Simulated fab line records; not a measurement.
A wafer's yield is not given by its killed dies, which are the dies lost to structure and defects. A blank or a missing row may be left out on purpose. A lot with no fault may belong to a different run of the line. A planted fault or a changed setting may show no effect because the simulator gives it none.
Struck lot and sound lot, side by side ; flow sky130 ; 15 steps out of a route of 708
Sound: these wafers, L688.4, L688.5, L688.6. Wafers L686.1, L686.2, L686.5 were the ones struck. Last of all comes the cause.
At each step with rows: each side's tool, then ch and its chambers, then its first start. Under that, the readings that differ: sound wafers ; struck wafers ; difference of the means ; sigmas: that difference in standard deviations of wafers without a fault.
alike: readings whose means differ by less than 2 such deviations, and words and numbers that are the same on both sides. not compared: withheld readings, readings that some wafer has no value for, bounds like >300 that may hide the same value, and numbers for which the record gives no deviation and whose values overlap.
The two part at a step that has a row with sigmas, a row that says differs or no value, or rows on one side only. Numbers that don't overlap but have no deviation are shown without sigmas and don't part them. A reading that every wafer of one side lacks parts them only if that side has two wafers or more.

SKY_VT_ADJUST_HVTR_OVL_MEAS_08:
  sound: overlay-01 at day 14 01:08; struck: overlay-02 at day 13 09:28
  alike: VT_ADJUST_HVTR_OVL
next, for these wafers, 1 step has no rows: SKY_VT_ADJUST_HVTR_IMPLANT_09.
SKY_VT_ADJUST_HVTR_STRIP_10: strips in O2/N2.
  sound on plasma asher-03 ch 0,1, day 14 01:20; struck on plasma asher-03 ch 0,1, day 13 09:38
  alike: drypump motor current A, oes product au, strip time to endpoint s
  not compared: rf hours counter h
SKY_VT_ADJUST_HVTR_TW_MEAS_11:
  sound: film metro-04 at day 14 01:26; struck: film metro-01 at day 13 09:44
  alike: VT_ADJUST_HVTR_TW
then, 7 steps without rows for these wafers: SKY_VT_ADJUST_PCH_DEHYDRATE_00 (time 60 s); SKY_VT_ADJUST_PCH_HMDS_01 (prime time 60 s); SKY_VT_ADJUST_PCH_COAT_02 (resist thk 3000 nm); SKY_VT_ADJUST_PCH_SOFTBAKE_03; SKY_VT_ADJUST_PCH_EXPOSE_04 (exposes mask NWM, target cd 840 nm); SKY_VT_ADJUST_PCH_PEB_05; SKY_VT_ADJUST_PCH_DEVELOP_06 (develop time 60 s).
SKY_VT_ADJUST_PCH_OVL_MEAS_07:
  sound: overlay-02 at day 15 03:04; struck: overlay-01 at day 14 11:27
  alike: VT_ADJUST_PCH_OVL
SKY_VT_ADJUST_PCH_IMPLANT_08:
  sound on implanter-04 ch 0, day 15 03:10; struck on implanter-02, day 14 11:29
  no value came back on the struck wafers for beam energy keV, beam on s (s); on the sound wafers beam energy keV reads 9.858 9.866 9.863
SKY_VT_ADJUST_PCH_STRIP_09: strips in O2/N2.
  sound on plasma asher-01 ch 0,1, day 15 03:16; struck on plasma asher-01 ch 0,1, day 14 11:38
reading;sound;struck;difference;sigmas
strip time to endpoint s (s);37.16 37.13 37.16;36.93 36.77 36.93;-0.27;-2
  alike: drypump motor current A, oes product au
  not compared: rf hours counter h
SKY_VT_ADJUST_PCH_TW_MEAS_10:
  sound: film metro-04 at day 15 03:22; struck: film metro-03 at day 14 11:44
reading;sound;struck;difference;sigmas
VT_ADJUST_PCH_TW;143.7 143.4 143.7;30.1 30.1 30.1;-113.5;-95

## WHERE THEY PART
At SKY_VT_ADJUST_PCH_IMPLANT_08 first; at SKY_VT_ADJUST_PCH_TW_MEAS_10 last (within this record only).

WHY: what the simulator had put in
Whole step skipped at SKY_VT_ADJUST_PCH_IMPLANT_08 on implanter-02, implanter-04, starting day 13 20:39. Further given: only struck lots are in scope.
